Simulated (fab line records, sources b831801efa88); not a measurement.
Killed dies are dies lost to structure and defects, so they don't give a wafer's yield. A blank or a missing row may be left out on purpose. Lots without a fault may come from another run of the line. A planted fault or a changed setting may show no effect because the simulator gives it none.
A struck lot beside a sound one | flow sky130 | 17 steps out of a route of 708
Sound: wafers L774.2, L774.3, L774.5. Struck: wafers L791.1, L791.2, L791.6. The cause comes at the end.
At each step with rows: each side's tool, then ch and its chambers, then its first start. Under that, the readings that differ: sound wafers | struck wafers | difference of the means | sigmas: that difference in standard deviations of wafers without a fault.
alike: readings whose means differ by less than 2 such deviations, and words and numbers that are the same on both sides. not compared: withheld readings, readings that some wafer has no value for, bounds like >300 that may hide the same value, and numbers for which the record gives no deviation and whose values overlap.
The two part at a step that has a row with sigmas, a row that says differs or no value, or rows on one side only. Numbers that don't overlap but have no deviation are shown without sigmas and don't part them. A reading that every wafer of one side lacks parts them only if that side has two wafers or more.

SKY_VT_ADJUST_HVTR_OVL_MEAS_08:
  sound on overlay-02, day 10 16:29; struck on overlay-02, day 15 19:10
  alike: VT_ADJUST_HVTR_OVL
then, 1 step without rows for these wafers: SKY_VT_ADJUST_HVTR_IMPLANT_09.
SKY_VT_ADJUST_HVTR_STRIP_10: strips in O2/N2.
  sound on plasma_asher-03 ch 0,1, day 10 16:40; struck on plasma_asher-03 ch 0,1, day 15 19:21
  alike: drypump_motor_current_A, oes_product_au, strip_time_to_endpoint_s
  not compared: rf_hours_counter_h
SKY_VT_ADJUST_HVTR_TW_MEAS_11:
  sound on film_metro-01, day 10 16:47; struck on film_metro-04, day 15 19:27
  alike: VT_ADJUST_HVTR_TW
then, 7 steps without rows for these wafers: SKY_VT_ADJUST_PCH_DEHYDRATE_00 (time 60 s); SKY_VT_ADJUST_PCH_HMDS_01 (prime time 60 s); SKY_VT_ADJUST_PCH_COAT_02 (resist thk 3000 nm); SKY_VT_ADJUST_PCH_SOFTBAKE_03; SKY_VT_ADJUST_PCH_EXPOSE_04 (exposes mask NWM, target cd 840 nm); SKY_VT_ADJUST_PCH_PEB_05; SKY_VT_ADJUST_PCH_DEVELOP_06 (develop time 60 s).
SKY_VT_ADJUST_PCH_OVL_MEAS_07:
  sound on overlay-01, day 11 15:37; struck on overlay-01, day 16 23:25
  alike: VT_ADJUST_PCH_OVL
SKY_VT_ADJUST_PCH_IMPLANT_08:
  sound on implanter-01 ch 0, day 11 15:56; struck on implanter-01 ch 0, day 16 23:27
  reading            | sound                         | struck                        | difference | sigmas
  dose_ions_cm2      | 4.995e+11 5.001e+11 4.993e+11 | 1.788e+11 1.782e+11 1.792e+11 | -3.209e+11 | -99 or more
  faraday_current_uA | 2.77 2.83 2.78                | 1.00 1.00 1.01                | -1.79      | -34
SKY_VT_ADJUST_PCH_STRIP_09: strips in O2/N2.
  sound on plasma_asher-02 ch 1, day 11 16:03; struck on plasma_asher-03 ch 0,1, day 16 23:36
  alike: drypump_motor_current_A, oes_product_au, strip_time_to_endpoint_s
  not compared: rf_hours_counter_h
SKY_VT_ADJUST_PCH_TW_MEAS_10:
  sound on film_metro-01, day 11 16:10; struck on film_metro-01, day 16 23:42
  reading          | sound             | struck            | difference | sigmas
  VT_ADJUST_PCH_TW | 143.9 143.9 143.3 | 112.5 111.9 112.9 | -31.3      | -35
then, 1 step without rows for these wafers: SKY_SONOS_TUNNEL_DEHYDRATE_00 (time 60 s).
-- the record jumps here: 34 days lie between the struck wafers' starts before and after (it left off in module SONOS_TUNNEL and takes up again in module PAD_OPEN, whose first step shown is number 708 of the route) --
SKY_PAD_OPEN_PROBE_99:
  sound on prober-01, day 47 05:55; struck on prober-02, day 50 17:28
  reading                                   | sound                         | struck                       | difference | sigmas
  killed_dies                               | 93 100 79                     | 74 64 73                     | -20        | -2
  model.etest.nfet_16v.r_on_ohm_um          | 1.404e+04 1.427e+04 1.411e+04 | 1.366e+04 1.37e+04 1.369e+04 | -4.567e+02 |
  model.etest.pfet_g5v0d10v5.r_on_ohm_um    | 4701 4728 4661                | 4985 4926 4977               | +266       |
  model.etest.pfet_g5v0d10v5.drive_ua_um    | 346.2 339.1 347.3             | 318.3 324.1 319.3            | -23.6      |
  model.etest.pfet_01v8_lvt.drive_ua_um     | 172.5 170.9 172.8             | 162.9 162.7 164              | -8.9       |
  model.etest.pfet_16v.drive_ua_um          | 247.1 246.7 250.2             | 231.5 233.7 235.4            | -14.5      |
  model.etest.pfet_01v8_lvt.off_log10_a_um  | -8.908 -8.777 -8.993          | -10.18 -10.23 -10.12         | -1.28      |
  model.etest.pfet_g5v0d10v5.off_log10_a_um | -12.39 -12.44 -12.15          | -13.59 -13.66 -13.55         | -1.27      |
  alike: killed_at_M0_to_M3, killed_at_M4_up, killed_at_contacts, killed_at_front_end, killed_at_other, killed_open, killed_short
  not compared: model.etest.pfet_01v8_mvt.drive_ua_um

WHERE THEY PART
First at SKY_VT_ADJUST_PCH_IMPLANT_08; last, within this record, at SKY_PAD_OPEN_PROBE_99.

WHY: what the simulator had put in
Process parameter drift: implanter-01, from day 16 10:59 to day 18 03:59, at SKY_VT_ADJUST_PCH_IMPLANT_08. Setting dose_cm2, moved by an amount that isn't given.
